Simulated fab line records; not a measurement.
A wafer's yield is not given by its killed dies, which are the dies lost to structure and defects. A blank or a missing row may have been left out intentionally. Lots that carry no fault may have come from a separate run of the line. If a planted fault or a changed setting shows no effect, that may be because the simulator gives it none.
Which of the tools did it? / flow gf180mcu / at 1 step of a route of 602, 12 lots with 36 wafers sampled

== WHAT THE GAUGES READ, wafer by wafer ==
GF_MVSD_OVL_MEAS_07.
lot=L075; measured=day 4 16:34; on=overlay-02; MVSD_OVL (nm)=-0.2 1.0 2.4
lot=L077; measured=day 5 06:50; on=overlay-02; MVSD_OVL (nm)=1.0 -0.1 0.3
lot=L079; measured=day 5 17:02; on=overlay-02; MVSD_OVL (nm)=-0.3 0.1 1.7
lot=L081; measured=day 6 01:01; on=overlay-02; MVSD_OVL (nm)=-1.7 -2.2 -0.7
lot=L083; measured=day 6 14:12; on=overlay-01; MVSD_OVL (nm)=-0.1 -4.5 -1.4
lot=L085; measured=day 7 02:25; on=overlay-01; MVSD_OVL (nm)=0.6 -0.4 -1.0
lot=L087; measured=day 7 13:55; on=overlay-02; MVSD_OVL (nm)=0.4 -1.5 -1.9
lot=L089; measured=day 8 01:00; on=overlay-01; MVSD_OVL (nm)=-2.3 -2.6 -2.5
lot=L091; measured=day 8 13:17; on=overlay-02; MVSD_OVL (nm)=-1.4 -1.3 -1.4
lot=L093; measured=day 9 00:11; on=overlay-01; MVSD_OVL (nm)=-0.9 0.0 0.5
lot=L095; measured=day 9 12:41; on=overlay-01; MVSD_OVL (nm)=-1.0 -3.3 -0.8
lot=L097; measured=day 9 23:45; on=overlay-02; MVSD_OVL (nm)=1.4 -1.4 -1.2

== EACH LOT AND THE TOOL THAT RAN IT (in order: tool; ch and the chambers of the sampled wafers; start) ==
The record shows no process step preceding these readings.

== THE ANSWER, worked out from the rows above alone ==
Rule: usual is defined by the lots themselves. Put in order of their means at a reading, lots are off if they are a third of the lots or fewer, leave a main group of 4 or more, and stand apart from it by a gap of 3 or more times the standard deviation of the main group's means; of several such gaps the widest counts. If all means in a main group match to the digits the tables above print for the reading, that group is not used. Also off: a lot with no number at a reading for which 4 or more lots have one. The other lots that the step has rows for count as sound.
Across all readings shown, no lot is off: no conclusion can be drawn from this.

== WHAT WAS PUT IN BY THE SIMULATOR ==
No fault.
